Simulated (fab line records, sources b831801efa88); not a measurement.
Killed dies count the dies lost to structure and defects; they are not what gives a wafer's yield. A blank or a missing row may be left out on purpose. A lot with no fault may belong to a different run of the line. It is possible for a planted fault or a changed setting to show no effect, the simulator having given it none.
Chamber matching ; flow sky130 ; 4 sister chambers for SKY_CONTACT_CMP_04 on cmp-01
The step polishes SiO2. 4 wafers are shown with their chamber, then 7 later ones without.

EACH WAFER AND ITS CHAMBER
wafer;chamber;motor current A (A)
L648.2;2;11.2
L648.3;0;11.1
L651.3;3;12.5
L651.5;1;13.2

WAFERS WITHOUT THEIR CHAMBER
wafer;motor current A (A)
L653.2;12.3
L653.4;10.5
L653.5;12.8
L658.3;12.2
L658.4;12.8
L663.2;10.9
L663.4;12.1

WHICH CHAMBER EACH WENT THROUGH
wafer;from the rows above;in truth
L653.2;can't be placed: 3 or 1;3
L653.4;can't be placed: 0 or 2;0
L653.5;can't be placed: 3 or 1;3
L658.3;can't be placed: 3 or 1 or 2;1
L658.4;can't be placed: 3 or 1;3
L663.2;can't be placed: 0 or 2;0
L663.4;can't be placed: 3 or 2 or 0 or 1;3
0 of 7 placed correctly. Not placeable from these rows: 7 (in 7, the candidates include the true chamber). Wrongly placed: 0.
How it was worked out, from the rows above alone: a wafer's distance from a chamber is the root of the sum, over the readings, of the square of ((its reading less the chamber's mean) divided by the reading's scatter). The wafer belongs to the nearest chamber; if the next one is less than 2 further off, it can't be placed. The mean given for a chamber averages the wafers shown for that chamber. The scatter (one wafer shown for each chamber): square how far every hidden wafer sits from the nearest shown wafer, average those squares and take the square root.
